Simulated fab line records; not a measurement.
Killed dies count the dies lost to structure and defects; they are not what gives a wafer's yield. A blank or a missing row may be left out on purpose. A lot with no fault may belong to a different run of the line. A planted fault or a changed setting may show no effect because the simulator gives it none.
Split-lot trial :: flow gf180mcu :: route with 602 steps; 5 lots, 23 wafers read

## SPLIT DETAILS
At GF_STI_WET_ETCH_17 (etches Si3N4 in H3PO4, target depth 45 nm, time 514 s), the setting time s was moved away from the recipe's 514 s on 15 of the 23 wafers read, by -9.2% to +15.0%. For the rest of the wafers, this setting stayed at what the recipe calls for.

The split's own step is where the reading is taken.

## THE READING
Si3N4_of_STI_CVD_03.thk nm (the simulator's own value, which no gauge read), in nm, at GF_STI_WET_ETCH_17 (etches Si3N4 in H3PO4, target depth 45 nm, time 514 s). The file gives no usual value for it. Here, 8 wafers ran the recipe; their average is 163.1 nm with a standard deviation of 2.9 nm.

wafer: L074.1
tool, chamber at the split: -, -
time s as run, s: 591.1
against the recipe: +15.0%
Si3N4_of_STI_CVD_03.thk nm, nm: 153.5
against lot-mates on the recipe: no lot-mate on the recipe

wafer: L074.2
tool, chamber at the split: -, -
time s as run, s: 591.1
against the recipe: +15.0%
Si3N4_of_STI_CVD_03.thk nm, nm: 152.9
against lot-mates on the recipe: no lot-mate on the recipe

wafer: L074.4
tool, chamber at the split: -, -
time s as run, s: 591.1
against the recipe: +15.0%
Si3N4_of_STI_CVD_03.thk nm, nm: 152.8
against lot-mates on the recipe: no lot-mate on the recipe

wafer: L074.5
tool, chamber at the split: -, -
time s as run, s: 591.1
against the recipe: +15.0%
Si3N4_of_STI_CVD_03.thk nm, nm: 154.2
against lot-mates on the recipe: no lot-mate on the recipe

wafer: L074.6
tool, chamber at the split: -, -
time s as run, s: 591.1
against the recipe: +15.0%
Si3N4_of_STI_CVD_03.thk nm, nm: 152.5
against lot-mates on the recipe: no lot-mate on the recipe

wafer: L077.1
tool, chamber at the split: -, -
time s as run, s: 514
against the recipe: recipe
Si3N4_of_STI_CVD_03.thk nm, nm: 159.9
against lot-mates on the recipe: -

wafer: L077.2
tool, chamber at the split: -, -
time s as run, s: 514
against the recipe: recipe
Si3N4_of_STI_CVD_03.thk nm, nm: 159.6
against lot-mates on the recipe: -

wafer: L077.4
tool, chamber at the split: -, -
time s as run, s: 514
against the recipe: recipe
Si3N4_of_STI_CVD_03.thk nm, nm: 162.2
against lot-mates on the recipe: -

wafer: L077.5
tool, chamber at the split: -, -
time s as run, s: 514
against the recipe: recipe
Si3N4_of_STI_CVD_03.thk nm, nm: 162.8
against lot-mates on the recipe: -

wafer: L077.6
tool, chamber at the split: -, -
time s as run, s: 514
against the recipe: recipe
Si3N4_of_STI_CVD_03.thk nm, nm: 160.8
against lot-mates on the recipe: -

wafer: L079.1
tool, chamber at the split: wet bench-02, 3
time s as run, s: 514
against the recipe: recipe
Si3N4_of_STI_CVD_03.thk nm, nm: 166.6
against lot-mates on the recipe: -

wafer: L079.3
tool, chamber at the split: wet bench-02, 3
time s as run, s: 514
against the recipe: recipe
Si3N4_of_STI_CVD_03.thk nm, nm: 167.9
against lot-mates on the recipe: -

wafer: L079.6
tool, chamber at the split: wet bench-02, 3
time s as run, s: 514
against the recipe: recipe
Si3N4_of_STI_CVD_03.thk nm, nm: 165.3
against lot-mates on the recipe: -

wafer: L078.1
tool, chamber at the split: -, -
time s as run, s: 569.4
against the recipe: +10.8%
Si3N4_of_STI_CVD_03.thk nm, nm: 157.1
against lot-mates on the recipe: no lot-mate on the recipe

wafer: L078.2
tool, chamber at the split: -, -
time s as run, s: 569.4
against the recipe: +10.8%
Si3N4_of_STI_CVD_03.thk nm, nm: 156.2
against lot-mates on the recipe: no lot-mate on the recipe

wafer: L078.4
tool, chamber at the split: -, -
time s as run, s: 569.4
against the recipe: +10.8%
Si3N4_of_STI_CVD_03.thk nm, nm: 155.6
against lot-mates on the recipe: no lot-mate on the recipe

wafer: L078.5
tool, chamber at the split: -, -
time s as run, s: 569.4
against the recipe: +10.8%
Si3N4_of_STI_CVD_03.thk nm, nm: 158.2
against lot-mates on the recipe: no lot-mate on the recipe

wafer: L078.6
tool, chamber at the split: -, -
time s as run, s: 569.4
against the recipe: +10.8%
Si3N4_of_STI_CVD_03.thk nm, nm: 155.7
against lot-mates on the recipe: no lot-mate on the recipe

wafer: L084.1
tool, chamber at the split: -, -
time s as run, s: 466.5
against the recipe: -9.2%
Si3N4_of_STI_CVD_03.thk nm, nm: 168
against lot-mates on the recipe: no lot-mate on the recipe

wafer: L084.2
tool, chamber at the split: -, -
time s as run, s: 466.5
against the recipe: -9.2%
Si3N4_of_STI_CVD_03.thk nm, nm: 168
against lot-mates on the recipe: no lot-mate on the recipe

wafer: L084.3
tool, chamber at the split: -, -
time s as run, s: 466.5
against the recipe: -9.2%
Si3N4_of_STI_CVD_03.thk nm, nm: 167.1
against lot-mates on the recipe: no lot-mate on the recipe

wafer: L084.5
tool, chamber at the split: -, -
time s as run, s: 466.5
against the recipe: -9.2%
Si3N4_of_STI_CVD_03.thk nm, nm: 168.5
against lot-mates on the recipe: no lot-mate on the recipe

wafer: L084.6
tool, chamber at the split: -, -
time s as run, s: 466.5
against the recipe: -9.2%
Si3N4_of_STI_CVD_03.thk nm, nm: 169.2
against lot-mates on the recipe: no lot-mate on the recipe

FIT RESULTS
A straight line over all 23 wafers: Si3N4_of_STI_CVD_03.thk nm changes by -0.614 nm for each +1% of time s; r = -0.95; the points scatter about the line by 2 nm.
Too few moved wafers with a lot-mate on the recipe to fit a line net of each lot's own level.

## THE FILE'S OWN FIT
Si3N4_of_STI_CVD_03.thk nm changes by -0.614 nm for each +1% of time s, r = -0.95.
